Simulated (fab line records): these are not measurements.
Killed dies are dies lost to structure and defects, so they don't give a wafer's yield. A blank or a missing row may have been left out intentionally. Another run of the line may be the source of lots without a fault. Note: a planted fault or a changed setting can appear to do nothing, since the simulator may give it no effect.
Struck lot and sound lot, side by side -- flow sky130 -- 36 out of 708 route steps
Sound: wafers L923.3, L923.4, L923.6. Wafers L921.3, L921.4, L921.6 were the ones struck. The cause is given at the end.
Per side, at each step with rows, come the tool, then ch with its chambers, and then its first start. Under that, the readings that differ: sound wafers -- struck wafers -- difference of the means -- sigmas: that difference in standard deviations of wafers without a fault.
alike: a reading whose means differ by less than 2 such deviations, as well as words and numbers matching on both sides. not compared: withheld readings; readings where some wafer has no value; bounds like >300 that might hide an equal value; numbers whose values overlap and for which the record gives no deviation.
Wherever a step has rows on one side only, a row that says differs or no value, or a row with sigmas, the two part there. When numbers do not overlap yet have no deviation, they are printed without sigmas and do not part them. A reading that every wafer of one side lacks parts them only if that side has two wafers or more.

first, 10 steps without rows for these wafers: SKY_POLY_CUT_ETCH_10 (etches BARC in N2/H2, stops on SiO2, time 45.9 s, target depth 60 nm); SKY_POLY_CUT_ETCH_11 (etches Si3N4 in CF4/CH2F2/Ar, stops on poly-Si, time 42.5 s, target depth 60 nm); SKY_POLY_CUT_STRIP_12 (strips in O2/N2); SKY_SD_P_DEHYDRATE_00 (time 60 s); SKY_SD_P_HMDS_01 (prime time 60 s); SKY_SD_P_COAT_02 (resist thk 1140 nm); SKY_SD_P_SOFTBAKE_03 (time 60 s); SKY_SD_P_EXPOSE_04 (exposes mask PSDM, target cd 380 nm); SKY_SD_P_PEB_05; SKY_SD_P_DEVELOP_06 (develop time 60 s).
SKY_SD_P_IMPLANT_09:
  sound on implanter-02 ch 0, day 31 14:26; struck on implanter-03 ch 0, day 31 04:25
SKY_SD_P_STRIP_10: strips in O2/N2.
  sound on plasmaAsher-03 ch 0,1, day 31 14:34; struck on plasmaAsher-04 ch 0,1, day 31 04:32
reading,sound,struck,difference,sigmas
stripTimeToEndpointS (s),17.45 17.44 17.46,17.08 17.07 17.06,-0.38,-9
  alike: drypumpMotorCurrentA, oesProductAu
  not compared: rfHoursCounterH
SKY_SD_P_TW_MEAS_11:
  sound on filmMetro-04, day 31 14:39; struck on filmMetro-03, day 31 04:38
reading,sound,struck,difference,sigmas
SD_P_TW,2861 2843 2845,2736 2738 2742,-111,-4
then, 21 steps without rows for these wafers: SKY_RES_XHIGH_DEHYDRATE_00 (time 60 s); SKY_RES_XHIGH_HMDS_01 (prime time 60 s); SKY_RES_XHIGH_COAT_02 (resist thk 1140 nm); SKY_RES_XHIGH_SOFTBAKE_03 (time 60 s); SKY_RES_XHIGH_EXPOSE_04 (exposes mask URPM, target cd 1270 nm); SKY_RES_XHIGH_PEB_05; SKY_RES_XHIGH_DEVELOP_06 (develop time 60 s); SKY_RES_XHIGH_IMPLANT_07; SKY_RES_XHIGH_STRIP_08 (strips in O2/N2); SKY_SD_N_DEHYDRATE_00 (time 60 s); SKY_SD_N_HMDS_01 (prime time 60 s); SKY_SD_N_COAT_02 (resist thk 1140 nm); SKY_SD_N_SOFTBAKE_03 (time 60 s); SKY_SD_N_EXPOSE_04 (exposes mask NSDM, target cd 380 nm); SKY_SD_N_PEB_05; SKY_SD_N_DEVELOP_06 (develop time 60 s); SKY_SD_N_IMPLANT_09; SKY_SD_N_IMPLANT_10; SKY_SD_N_STRIP_11 (strips in O2/N2); SKY_SD_N_CLEAN_13 (cleans in SC1/SC2, time 150 s); SKY_SD_N_RTA_14 (time 2 s).
-- the record jumps here: 2 days lie between the struck wafers' starts before and after --
SKY_SD_N_RS_MEAS_17: the measuring method here is four-point-probe.
  sound on filmMetro-02, day 33 20:46; struck on filmMetro-03, day 33 11:40
reading,sound,struck,difference,sigmas
SD_P_RS (ohm/sq),147.2 147.7 147.3,150.1 150.0 150.2,+2.7,+7
-- a jump in the record: the struck wafers' starts before and after are 16 days apart (it breaks off in module SD_N and resumes in module PAD_OPEN, where the first step shown is number 708 of the route) --
SKY_PAD_OPEN_PROBE_99:
  sound on prober-02, day 50 01:29; struck on prober-02, day 49 19:41
reading,sound,struck,difference,sigmas
model.etest.resHighPo.lineOhmUm,764.3 762.7 736.6,822.3 828.8 854,+80.5,
model.etest.liconHighPo.rcOhm,364.9 349.5 339.8,442.6 421.6 468.6,+92.9,
model.etest.resPdiff.lineOhmUm,1356 1349 1369,1410 1409 1434,+60,
model.etest.liconPdiff.rcOhm,579.3 584.8 592.4,651.9 625.2 618.5,+46.4,
model.etest.resHighPo.rsOhmSq,266.5 272.4 262.2,282.6 283.8 296.9,+20.7,
model.etest.resPdiffHv.rsOhmSq,193.2 193.2 193.8,201.7 203 203.2,+9.2,
model.etest.resPdiff.rsOhmSq,197.5 198.8 196.9,206.9 208.5 209.4,+10.5,
  alike: killed_at_M0_to_M3, killed_at_M4_up, killedAtContacts, killedAtFrontEnd, killedAtOther, killedDies, killedOpen, killedShort

== WHERE THEY PART ==
Last at SKY_SD_N_RS_MEAS_17 as far as this record goes, first at SKY_SD_P_STRIP_10. Later steps at which nothing parts them and some readings are alike: SKY_PAD_OPEN_PROBE_99.

WHY: what the simulator had put in
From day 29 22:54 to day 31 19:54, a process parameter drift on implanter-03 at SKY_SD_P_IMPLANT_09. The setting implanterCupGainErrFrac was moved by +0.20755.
